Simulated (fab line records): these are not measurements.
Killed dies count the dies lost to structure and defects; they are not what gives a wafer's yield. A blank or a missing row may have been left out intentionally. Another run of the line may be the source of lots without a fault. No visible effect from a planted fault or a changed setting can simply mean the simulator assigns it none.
Problem report in the 8D (eight disciplines) form, filled by code | flow sfqLine | the parts of the form that need people (team, actions taken, sign-off) are left out

== 1. THE ISSUE ==
At SFQ_TRILAYER_JJ_CE_LITHO_EXPOSE_115, exposureDoseMJCm2 averages 13.181 over 6 wafers from 2 lots, while fault-free wafers read 14.398, standard deviation 0.016. Measured from the usual mean, that is -76 standard deviations.
The step: exposes mask J5, target cd 700 nm.
First observed at day 66 23:02: wafer L148.1, on krfScanner-02. Wafers with a number at this step in the record: 42, from 14 lots. Rule for "out" (also "out of limits"): further than 4 standard deviations from the usual mean. Any other wafer with a number is counted as sound.

== 2. WHAT IT IS; WHAT IT IS NOT ==
question                    | is                     | is not
which readings at this step | exposureDoseMJCm2      | focusOffsetNm
which lots                  | L148, L149             | L128, L129, L130, L132, L134, L135, L136, L137, L139, L141, L145, L147
which wafers of those lots  | all that have a number | -
read on which tools         | krfScanner-02          | krfScanner-01
when                        | from day 66 23:02      | up to then (36 sound wafers)

== 3. SUSPECTS, AND WHAT RULES EACH OUT ==
Counting: a tool stays on the suspect list if, at a process step up to the reading, it processed all lots that are out and no sound lot following the first of them.
- krfScanner-02 at SFQ_TRILAYER_JJ_CE_LITHO_EXPOSE_115 (exposes mask J5, target cd 700 nm): kept. It processed each lot that is out, first L148 at day 66 23:02, and no sound lot thereafter; up to then, the last sound lot it processed was L147 at day 66 15:50. Its own readings are out on those wafers: exposureDoseMJCm2.
Left after counting: krfScanner-02 at SFQ_TRILAYER_JJ_CE_LITHO_EXPOSE_115.

== 4. THE CAUSE (what the simulator had put in) ==
Drift in process parameters on krfScanner-02 at SFQ_TRILAYER_JJ_CE_LITHO_EXPOSE_115, starting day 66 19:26. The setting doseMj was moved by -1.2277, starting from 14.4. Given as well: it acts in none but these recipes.
Only this tool survived the counting.

== 5. SEQUENCE OF EFFECTS, ordered by route ==
One row per reading whose mean, taken over the struck wafers that have a number, lies over 3 standard deviations from the usual. Only readings whose record carries a usual standard deviation are examined. hours: median over the lots of the time between each lot's start at the first step of this table that gives one and its start at this step. sigmas: the change, counted in usual standard deviations.
hours | step                                 | reading           | usual    | on struck wafers | change | sigmas
0     | SFQ_TRILAYER_JJ_CE_LITHO_EXPOSE_115  | exposureDoseMJCm2 | 14.398   | 13.181           | -1.216 | -76
2     | SFQ_TRILAYER_JJ_CE_METRO_MEASURE_117 | cdNm              | 700.2 nm | 714.6            | +14.4  | +9.6
Here are the process steps it includes:
- SFQ_TRILAYER_JJ_CE_LITHO_EXPOSE_115: exposes mask J5, target cd 700 nm.
- SFQ_TRILAYER_JJ_CE_METRO_MEASURE_117
At these later measuring or inspecting steps, every struck wafer for which the step has a row has a number for every such reading, and none has moved that far: SFQ_JJ_OVL_MEAS_931.

== 6. HOW IT WOULD HAVE BEEN CAUGHT EARLIER ==
In this record the first reading out of limits was taken at day 66 23:02, 4 hours after the fault began at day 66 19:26.
